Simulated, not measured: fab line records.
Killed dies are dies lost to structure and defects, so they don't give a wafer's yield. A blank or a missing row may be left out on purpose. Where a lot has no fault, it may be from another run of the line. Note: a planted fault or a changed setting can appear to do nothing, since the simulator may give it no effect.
Which tool was responsible? || flow gf180mcu || Sampling: 24 lots, 72 wafers, 6 of 602 route steps

== WHAT THE GAUGES READ, wafer by wafer ==
GF_V1_OVL_MEAS_15.
{"lot": "L074", "measured": "day 18 05:46", "on": "overlay-02", "V1_OVL (nm)": "-5 -6 1"}
{"lot": "L075", "measured": "day 18 09:26", "on": "overlay-01", "V1_OVL (nm)": "8 1 6"}
{"lot": "L076", "measured": "day 18 18:26", "on": "overlay-02", "V1_OVL (nm)": "-1 8 2"}
{"lot": "L077", "measured": "day 19 04:26", "on": "overlay-02", "V1_OVL (nm)": "-4 -10 -3"}
{"lot": "L078", "measured": "day 19 11:26", "on": "overlay-01", "V1_OVL (nm)": "-1 -1 6"}
{"lot": "L079", "measured": "day 19 21:27", "on": "overlay-02", "V1_OVL (nm)": "4 6 0"}
{"lot": "L080", "measured": "day 20 10:56", "on": "overlay-01", "V1_OVL (nm)": "-5 9 0"}
{"lot": "L081", "measured": "day 20 20:41", "on": "overlay-02", "V1_OVL (nm)": "-3 -7 2"}
{"lot": "L082", "measured": "day 21 04:40", "on": "overlay-01", "V1_OVL (nm)": "-2 -2 4"}
{"lot": "L083", "measured": "day 22 03:05", "on": "overlay-01", "V1_OVL (nm)": "2 7 4"}
{"lot": "L084", "measured": "day 22 10:21", "on": "overlay-02", "V1_OVL (nm)": "2 -2 -3"}
{"lot": "L085", "measured": "day 22 14:27", "on": "overlay-02", "V1_OVL (nm)": "-3 -2 7"}
{"lot": "L086", "measured": "day 22 23:35", "on": "overlay-01", "V1_OVL (nm)": "-3 -1 -4"}
{"lot": "L087", "measured": "day 23 06:49", "on": "overlay-02", "V1_OVL (nm)": "-6 -1 -1"}
{"lot": "L088", "measured": "day 23 07:29", "on": "overlay-02", "V1_OVL (nm)": "-7 1 -3"}
{"lot": "L089", "measured": "day 23 21:09", "on": "overlay-02", "V1_OVL (nm)": "-5 2 0"}
{"lot": "L090", "measured": "day 24 08:43", "on": "overlay-02", "V1_OVL (nm)": "-2 -3 -10"}
{"lot": "L091", "measured": "day 24 10:24", "on": "overlay-02", "V1_OVL (nm)": "-1 5 -3"}
{"lot": "L092", "measured": "day 24 16:05", "on": "overlay-01", "V1_OVL (nm)": "6 6 8"}
{"lot": "L093", "measured": "day 24 21:41", "on": "overlay-02", "V1_OVL (nm)": "11 2 1"}
{"lot": "L094", "measured": "day 25 03:41", "on": "overlay-01", "V1_OVL (nm)": "11 6 4"}
{"lot": "L095", "measured": "day 25 12:43", "on": "overlay-02", "V1_OVL (nm)": "-3 10 -4"}
{"lot": "L096", "measured": "day 25 18:36", "on": "overlay-01", "V1_OVL (nm)": "2 -1 -2"}
{"lot": "L097", "measured": "day 26 05:53", "on": "overlay-02", "V1_OVL (nm)": "0 1 5"}

GF_V2_RS_MEAS_24: a four-point-probe measurement.
{"lot": "L074", "measured": "day 20 10:29", "on": "film metro-03", "V2_W_RS (ohm/sq)": "0.320 0.320 0.331"}
{"lot": "L075", "measured": "day 20 13:59", "on": "film metro-02", "V2_W_RS (ohm/sq)": "0.324 0.323 0.311"}
{"lot": "L076", "measured": "day 20 22:53", "on": "film metro-02", "V2_W_RS (ohm/sq)": "0.332 0.331 0.327"}
{"lot": "L077", "measured": "day 21 07:35", "on": "film metro-03", "V2_W_RS (ohm/sq)": "0.329 0.331 0.331"}
{"lot": "L078", "measured": "day 21 16:15", "on": "film metro-01", "V2_W_RS (ohm/sq)": "0.334 0.336 0.333"}
{"lot": "L079", "measured": "day 22 01:53", "on": "film metro-02", "V2_W_RS (ohm/sq)": "0.317 0.318 0.327"}
{"lot": "L080", "measured": "day 22 15:00", "on": "film metro-02", "V2_W_RS (ohm/sq)": "0.331 0.332 0.327"}
{"lot": "L081", "measured": "day 23 00:08", "on": "film metro-02", "V2_W_RS (ohm/sq)": "0.334 0.333 0.334"}
{"lot": "L082", "measured": "day 23 07:29", "on": "film metro-02", "V2_W_RS (ohm/sq)": "0.316 0.314 0.327"}
{"lot": "L083", "measured": "day 24 03:56", "on": "film metro-02", "V2_W_RS (ohm/sq)": "0.321 0.315 0.326"}
{"lot": "L084", "measured": "day 24 10:50", "on": "film metro-01", "V2_W_RS (ohm/sq)": "0.328 0.328 0.331"}
{"lot": "L085", "measured": "day 24 15:31", "on": "film metro-03", "V2_W_RS (ohm/sq)": "0.328 0.334 0.333"}
{"lot": "L086", "measured": "day 25 00:20", "on": "film metro-02", "V2_W_RS (ohm/sq)": "0.330 0.313 0.330"}
{"lot": "L087", "measured": "day 25 07:26", "on": "film metro-01", "V2_W_RS (ohm/sq)": "0.315 0.315 0.315"}
{"lot": "L088", "measured": "day 25 07:32", "on": "film metro-03", "V2_W_RS (ohm/sq)": "0.338 0.337 0.337"}
{"lot": "L089", "measured": "day 25 20:22", "on": "film metro-03", "V2_W_RS (ohm/sq)": "0.334 0.332 0.331"}
{"lot": "L090", "measured": "day 26 07:37", "on": "film metro-03", "V2_W_RS (ohm/sq)": "0.331 0.335 0.325"}
{"lot": "L091", "measured": "day 26 08:34", "on": "film metro-02", "V2_W_RS (ohm/sq)": "0.321 0.332 0.318"}
{"lot": "L092", "measured": "day 26 14:16", "on": "film metro-03", "V2_W_RS (ohm/sq)": "0.323 0.306 0.321"}
{"lot": "L093", "measured": "day 26 20:17", "on": "film metro-02", "V2_W_RS (ohm/sq)": "0.329 0.312 0.318"}
{"lot": "L094", "measured": "day 27 01:57", "on": "film metro-01", "V2_W_RS (ohm/sq)": "0.332 0.328 0.334"}
{"lot": "L095", "measured": "day 27 10:20", "on": "film metro-02", "V2_W_RS (ohm/sq)": "0.323 0.313 0.326"}
{"lot": "L096", "measured": "day 27 14:55", "on": "film metro-03", "V2_W_RS (ohm/sq)": "0.331 0.331 0.330"}
{"lot": "L097", "measured": "day 28 02:13", "on": "film metro-02", "V2_W_RS (ohm/sq)": "0.328 0.315 0.328"}

GF_V3_THK_MEAS_01.
{"lot": "L074", "measured": "day 21 12:08", "on": "film metro-04", "V3_CVD_00_THK (nm)": "605 597 608"}
{"lot": "L075", "measured": "day 21 15:26", "on": "film metro-01", "V3_CVD_00_THK (nm)": "608 597 605"}
{"lot": "L076", "measured": "day 22 00:26", "on": "film metro-04", "V3_CVD_00_THK (nm)": "605 598 606"}
{"lot": "L077", "measured": "day 22 08:52", "on": "film metro-02", "V3_CVD_00_THK (nm)": "601 594 605"}
{"lot": "L078", "measured": "day 22 19:38", "on": "film metro-04", "V3_CVD_00_THK (nm)": "586 598 584"}
{"lot": "L079", "measured": "day 23 02:21", "on": "film metro-01", "V3_CVD_00_THK (nm)": "599 592 603"}
{"lot": "L080", "measured": "day 23 16:07", "on": "film metro-04", "V3_CVD_00_THK (nm)": "603 609 606"}
{"lot": "L081", "measured": "day 23 23:42", "on": "film metro-02", "V3_CVD_00_THK (nm)": "605 607 604"}
{"lot": "L082", "measured": "day 24 07:27", "on": "film metro-04", "V3_CVD_00_THK (nm)": "602 594 599"}
{"lot": "L083", "measured": "day 25 03:01", "on": "film metro-04", "V3_CVD_00_THK (nm)": "589 602 598"}
{"lot": "L084", "measured": "day 25 09:38", "on": "film metro-01", "V3_CVD_00_THK (nm)": "583 586 586"}
{"lot": "L085", "measured": "day 25 14:44", "on": "film metro-04", "V3_CVD_00_THK (nm)": "599 601 601"}
{"lot": "L086", "measured": "day 25 23:29", "on": "film metro-01", "V3_CVD_00_THK (nm)": "608 606 602"}
{"lot": "L087", "measured": "day 26 05:46", "on": "film metro-02", "V3_CVD_00_THK (nm)": "593 598 588"}
{"lot": "L088", "measured": "day 26 06:07", "on": "film metro-01", "V3_CVD_00_THK (nm)": "601 605 605"}
{"lot": "L089", "measured": "day 26 18:21", "on": "film metro-04", "V3_CVD_00_THK (nm)": "597 593 594"}
{"lot": "L090", "measured": "day 27 05:11", "on": "film metro-02", "V3_CVD_00_THK (nm)": "599 598 596"}
{"lot": "L091", "measured": "day 27 06:39", "on": "film metro-01", "V3_CVD_00_THK (nm)": "602 602 603"}
{"lot": "L092", "measured": "day 27 11:44", "on": "film metro-04", "V3_CVD_00_THK (nm)": "590 588 589"}
{"lot": "L093", "measured": "day 27 18:13", "on": "film metro-01", "V3_CVD_00_THK (nm)": "598 599 595"}
{"lot": "L094", "measured": "day 27 23:43", "on": "film metro-01", "V3_CVD_00_THK (nm)": "595 598 594"}
{"lot": "L095", "measured": "day 28 07:02", "on": "film metro-02", "V3_CVD_00_THK (nm)": "609 598 606"}
{"lot": "L096", "measured": "day 28 12:16", "on": "film metro-02", "V3_CVD_00_THK (nm)": "594 604 597"}
{"lot": "L097", "measured": "day 28 22:50", "on": "film metro-01", "V3_CVD_00_THK (nm)": "607 599 613"}

== WHAT TOOL EACH LOT RAN ON (gives the tool, then ch and the chambers of the sampled wafers, and finally the start) ==
{"lot": "L074", "GF_CONTACT_SPUTTER_22": "pvd sputter-03, day 16 05:36", "GF_V2_ETCH_17": "rie diel-03 ch 0,1,2, day 20 10:29 or earlier", "GF_M3_SPUTTER_04": "pvd sputter-02, day 20 11:09"}
{"lot": "L075", "GF_CONTACT_SPUTTER_22": "pvd sputter-01, day 16 09:04", "GF_V2_ETCH_17": "rie diel-01 ch 0,1,3, day 20 13:59 or earlier", "GF_M3_SPUTTER_04": "pvd sputter-04, day 20 14:39"}
{"lot": "L076", "GF_CONTACT_SPUTTER_22": "pvd sputter-02, day 16 17:36", "GF_V2_ETCH_17": "rie diel-01 ch 0,1,3, day 20 22:53 or earlier", "GF_M3_SPUTTER_04": "pvd sputter-02, day 20 23:33"}
{"lot": "L077", "GF_CONTACT_SPUTTER_22": "pvd sputter-02, day 17 03:32", "GF_V2_ETCH_17": "rie diel-02 ch 0,1, day 21 07:35 or earlier", "GF_M3_SPUTTER_04": "pvd sputter-03, day 21 08:13"}
{"lot": "L078", "GF_CONTACT_SPUTTER_22": "pvd sputter-02, day 17 10:08", "GF_V2_ETCH_17": "rie diel-01 ch 2,3, day 21 16:15 or earlier", "GF_M3_SPUTTER_04": "pvd sputter-02, day 21 19:24"}
{"lot": "L079", "GF_CONTACT_SPUTTER_22": "pvd sputter-02, day 17 18:38", "GF_V2_ETCH_17": "rie diel-03 ch 0,2,3, day 22 01:53 or earlier", "GF_M3_SPUTTER_04": "pvd sputter-04, day 22 02:29"}
{"lot": "L080", "GF_CONTACT_SPUTTER_22": "pvd sputter-02, day 18 08:34", "GF_V2_ETCH_17": "rie diel-02 ch 1,2,3, day 22 15:00 or earlier", "GF_M3_SPUTTER_04": "pvd sputter-02, day 22 15:40"}
{"lot": "L081", "GF_CONTACT_SPUTTER_22": "pvd sputter-01, day 18 17:15", "GF_V2_ETCH_17": "rie diel-01 ch 2,3, day 23 00:08 or earlier", "GF_M3_SPUTTER_04": "pvd sputter-03, day 23 00:46"}
{"lot": "L082", "GF_CONTACT_SPUTTER_22": "pvd sputter-02, day 19 01:35", "GF_V2_ETCH_17": "rie diel-03 ch 1,2,3, day 23 07:29 or earlier", "GF_M3_SPUTTER_04": "pvd sputter-02, day 23 08:08"}
{"lot": "L083", "GF_CONTACT_SPUTTER_22": "pvd sputter-02, day 20 01:01", "GF_V2_ETCH_17": "rie diel-01 ch 0,1,3, day 24 03:56 or earlier", "GF_M3_SPUTTER_04": "pvd sputter-04, day 24 04:36"}
{"lot": "L084", "GF_CONTACT_SPUTTER_22": "pvd sputter-02, day 20 08:59", "GF_V2_ETCH_17": "rie diel-02 ch 2,3, day 24 10:50 or earlier", "GF_M3_SPUTTER_04": "pvd sputter-03, day 24 11:28"}
{"lot": "L085", "GF_CONTACT_SPUTTER_22": "pvd sputter-02, day 20 13:14", "GF_V2_ETCH_17": "rie diel-03 ch 0,1,3, day 24 15:31 or earlier", "GF_M3_SPUTTER_04": "pvd sputter-04, day 24 16:11"}
{"lot": "L086", "GF_CONTACT_SPUTTER_22": "pvd sputter-03, day 20 21:59", "GF_V2_ETCH_17": "rie diel-03 ch 0,2, day 25 00:20 or earlier", "GF_M3_SPUTTER_04": "pvd sputter-04, day 25 00:59"}
{"lot": "L087", "GF_CONTACT_SPUTTER_22": "pvd sputter-02, day 21 05:32", "GF_V2_ETCH_17": "rie diel-03 ch 1,2, day 25 07:26 or earlier", "GF_M3_SPUTTER_04": "pvd sputter-03, day 25 08:05"}
{"lot": "L088", "GF_CONTACT_SPUTTER_22": "pvd sputter-02, day 21 06:29", "GF_V2_ETCH_17": "rie diel-01 ch 0,1,2, day 25 07:32 or earlier", "GF_M3_SPUTTER_04": "pvd sputter-02, day 25 08:11"}
{"lot": "L089", "GF_CONTACT_SPUTTER_22": "pvd sputter-01, day 21 19:53", "GF_V2_ETCH_17": "rie diel-03 ch 0,2,3, day 25 20:22 or earlier", "GF_M3_SPUTTER_04": "pvd sputter-02, day 25 20:58"}
{"lot": "L090", "GF_CONTACT_SPUTTER_22": "pvd sputter-01, day 22 08:14", "GF_V2_ETCH_17": "rie diel-03 ch 0,2,3, day 26 07:37 or earlier", "GF_M3_SPUTTER_04": "pvd sputter-03, day 26 08:15"}
{"lot": "L091", "GF_CONTACT_SPUTTER_22": "pvd sputter-01, day 22 11:05", "GF_V2_ETCH_17": "rie diel-02 ch 0,1,3, day 26 08:34 or earlier", "GF_M3_SPUTTER_04": "pvd sputter-02, day 26 09:10"}
{"lot": "L092", "GF_CONTACT_SPUTTER_22": "pvd sputter-03, day 22 16:32", "GF_V2_ETCH_17": "rie diel-02 ch 0,1,2, day 26 14:16 or earlier", "GF_M3_SPUTTER_04": "pvd sputter-02, day 26 14:55"}
{"lot": "L093", "GF_CONTACT_SPUTTER_22": "pvd sputter-01, day 22 22:41", "GF_V2_ETCH_17": "rie diel-01 ch 1,2,3, day 26 20:17 or earlier", "GF_M3_SPUTTER_04": "pvd sputter-04, day 26 20:57"}
{"lot": "L094", "GF_CONTACT_SPUTTER_22": "pvd sputter-01, day 23 05:11", "GF_V2_ETCH_17": "rie diel-03 ch 0,1,3, day 27 01:57 or earlier", "GF_M3_SPUTTER_04": "pvd sputter-03, day 27 02:37"}
{"lot": "L095", "GF_CONTACT_SPUTTER_22": "pvd sputter-02, day 23 14:03", "GF_V2_ETCH_17": "rie diel-02 ch 1,2,3, day 27 10:20 or earlier", "GF_M3_SPUTTER_04": "pvd sputter-04, day 27 11:00"}
{"lot": "L096", "GF_CONTACT_SPUTTER_22": "pvd sputter-02, day 23 20:51", "GF_V2_ETCH_17": "rie diel-02 ch 0,1,2, day 27 14:55 or earlier", "GF_M3_SPUTTER_04": "pvd sputter-04, day 27 15:33"}
{"lot": "L097", "GF_CONTACT_SPUTTER_22": "pvd sputter-02, day 24 08:08", "GF_V2_ETCH_17": "rie diel-03 ch 1,2, day 28 02:13 or earlier", "GF_M3_SPUTTER_04": "pvd sputter-03, day 28 02:52"}
- GF_CONTACT_SPUTTER_22: material Ti, target thk 15 nm, time 80.02 s.
- GF_V2_ETCH_17: etches SiO2 in C4F8/O2/Ar, stops on TiN, target depth 630 nm.
- GF_M3_SPUTTER_04: material TiN, target thk 50 nm, time 41.7 s.

== WHAT THE TOOLS THEMSELVES READ (means of the sampled wafers that have a number; where no wafer has one, the mark that the record gives instead) ==
GF_CONTACT_SPUTTER_22.
{"lot": "L074", "tool": "pvd sputter-03", "throttle valve pct (%)": 31.7}
{"lot": "L075", "tool": "pvd sputter-01", "throttle valve pct (%)": 29.2}
{"lot": "L076", "tool": "pvd sputter-02", "throttle valve pct (%)": 30.2}
{"lot": "L077", "tool": "pvd sputter-02", "throttle valve pct (%)": 30.9}
{"lot": "L078", "tool": "pvd sputter-02", "throttle valve pct (%)": 30.2}
{"lot": "L079", "tool": "pvd sputter-02", "throttle valve pct (%)": 30.2}
{"lot": "L080", "tool": "pvd sputter-02", "throttle valve pct (%)": 30.0}
{"lot": "L081", "tool": "pvd sputter-01", "throttle valve pct (%)": 29.1}
{"lot": "L082", "tool": "pvd sputter-02", "throttle valve pct (%)": 31.2}
{"lot": "L083", "tool": "pvd sputter-02", "throttle valve pct (%)": 31.3}
{"lot": "L084", "tool": "pvd sputter-02", "throttle valve pct (%)": 30.4}
{"lot": "L085", "tool": "pvd sputter-02", "throttle valve pct (%)": 30.8}
{"lot": "L086", "tool": "pvd sputter-03", "throttle valve pct (%)": 30.4}
{"lot": "L087", "tool": "pvd sputter-02", "throttle valve pct (%)": 30.8}
{"lot": "L088", "tool": "pvd sputter-02", "throttle valve pct (%)": 31.0}
{"lot": "L089", "tool": "pvd sputter-01", "throttle valve pct (%)": 29.6}
{"lot": "L090", "tool": "pvd sputter-01", "throttle valve pct (%)": 29.5}
{"lot": "L091", "tool": "pvd sputter-01", "throttle valve pct (%)": 29.6}
{"lot": "L092", "tool": "pvd sputter-03", "throttle valve pct (%)": 29.6}
{"lot": "L093", "tool": "pvd sputter-01", "throttle valve pct (%)": 29.4}
{"lot": "L094", "tool": "pvd sputter-01", "throttle valve pct (%)": 29.6}
{"lot": "L095", "tool": "pvd sputter-02", "throttle valve pct (%)": 30.4}
{"lot": "L096", "tool": "pvd sputter-02", "throttle valve pct (%)": 30.2}
{"lot": "L097", "tool": "pvd sputter-02", "throttle valve pct (%)": 30.6}

GF_V2_ETCH_17.
{"lot": "L074", "tool": "rie diel-03", "oes product au (a.u.)": 0.857}
{"lot": "L075", "tool": "rie diel-01", "oes product au (a.u.)": 0.857}
{"lot": "L076", "tool": "rie diel-01", "oes product au (a.u.)": 0.852}
{"lot": "L077", "tool": "rie diel-02", "oes product au (a.u.)": 0.857}
{"lot": "L078", "tool": "rie diel-01", "oes product au (a.u.)": 0.853}
{"lot": "L079", "tool": "rie diel-03", "oes product au (a.u.)": 0.859}
{"lot": "L080", "tool": "rie diel-02", "oes product au (a.u.)": 0.854}
{"lot": "L081", "tool": "rie diel-01", "oes product au (a.u.)": 0.858}
{"lot": "L082", "tool": "rie diel-03", "oes product au (a.u.)": 0.852}
{"lot": "L083", "tool": "rie diel-01", "oes product au (a.u.)": 0.856}
{"lot": "L084", "tool": "rie diel-02", "oes product au (a.u.)": 0.854}
{"lot": "L085", "tool": "rie diel-03", "oes product au (a.u.)": 0.851}
{"lot": "L086", "tool": "rie diel-03", "oes product au (a.u.)": 0.852}
{"lot": "L087", "tool": "rie diel-03", "oes product au (a.u.)": 0.854}
{"lot": "L088", "tool": "rie diel-01", "oes product au (a.u.)": 0.857}
{"lot": "L089", "tool": "rie diel-03", "oes product au (a.u.)": 0.853}
{"lot": "L090", "tool": "rie diel-03", "oes product au (a.u.)": 0.855}
{"lot": "L091", "tool": "rie diel-02", "oes product au (a.u.)": 0.855}
{"lot": "L092", "tool": "rie diel-02", "oes product au (a.u.)": 0.856}
{"lot": "L093", "tool": "rie diel-01", "oes product au (a.u.)": 0.858}
{"lot": "L094", "tool": "rie diel-03", "oes product au (a.u.)": 0.855}
{"lot": "L095", "tool": "rie diel-02", "oes product au (a.u.)": 0.853}
{"lot": "L096", "tool": "rie diel-02", "oes product au (a.u.)": 0.855}
{"lot": "L097", "tool": "rie diel-03", "oes product au (a.u.)": 0.859}

GF_M3_SPUTTER_04.
{"lot": "L074", "tool": "pvd sputter-02", "throttle valve pct (%)": 30.2}
{"lot": "L075", "tool": "pvd sputter-04", "throttle valve pct (%)": 30.1}
{"lot": "L076", "tool": "pvd sputter-02", "throttle valve pct (%)": 30.8}
{"lot": "L077", "tool": "pvd sputter-03", "throttle valve pct (%)": 28.3}
{"lot": "L078", "tool": "pvd sputter-02", "throttle valve pct (%)": 31.3}
{"lot": "L079", "tool": "pvd sputter-04", "throttle valve pct (%)": 29.8}
{"lot": "L080", "tool": "pvd sputter-02", "throttle valve pct (%)": 30.9}
{"lot": "L081", "tool": "pvd sputter-03", "throttle valve pct (%)": 30.3}
{"lot": "L082", "tool": "pvd sputter-02", "throttle valve pct (%)": 30.2}
{"lot": "L083", "tool": "pvd sputter-04", "throttle valve pct (%)": 30.2}
{"lot": "L084", "tool": "pvd sputter-03", "throttle valve pct (%)": 29.6}
{"lot": "L085", "tool": "pvd sputter-04", "throttle valve pct (%)": 30.3}
{"lot": "L086", "tool": "pvd sputter-04", "throttle valve pct (%)": 30.3}
{"lot": "L087", "tool": "pvd sputter-03", "throttle valve pct (%)": 29.3}
{"lot": "L088", "tool": "pvd sputter-02", "throttle valve pct (%)": 30.8}
{"lot": "L089", "tool": "pvd sputter-02", "throttle valve pct (%)": 30.2}
{"lot": "L090", "tool": "pvd sputter-03", "throttle valve pct (%)": 29.5}
{"lot": "L091", "tool": "pvd sputter-02", "throttle valve pct (%)": 30.2}
{"lot": "L092", "tool": "pvd sputter-02", "throttle valve pct (%)": 30.7}
{"lot": "L093", "tool": "pvd sputter-04", "throttle valve pct (%)": 30.0}
{"lot": "L094", "tool": "pvd sputter-03", "throttle valve pct (%)": 29.4}
{"lot": "L095", "tool": "pvd sputter-04", "throttle valve pct (%)": 30.4}
{"lot": "L096", "tool": "pvd sputter-04", "throttle valve pct (%)": 30.2}
{"lot": "L097", "tool": "pvd sputter-03", "throttle valve pct (%)": 29.0}

== THE ANSWER, worked out from the rows above alone ==
Rule: what is usual is taken from the lots themselves. The widest of any qualifying gaps counts: lots, ordered by their means at a reading, are off when they make up no more than a third of the lots, leave a main group of 4 or more, and stand apart from it by 3 or more times the standard deviation of that group's means. Not used: any main group whose means are identical at the precision the tables above print for the reading. A lot without any number at a reading at which 4 lots or more have one is off too. Where the step has rows for the other lots, those lots are counted as sound. First the gauges in route order, then the tools' own readings, where a lot's mean is used as printed above. The first step at which some lot is off is used, and at that step the reading that is off furthest; a lot without a number counts as furthest.
Nothing can be told from this: no lot is off at any reading shown.

== WHAT WAS PUT IN BY THE SIMULATOR ==
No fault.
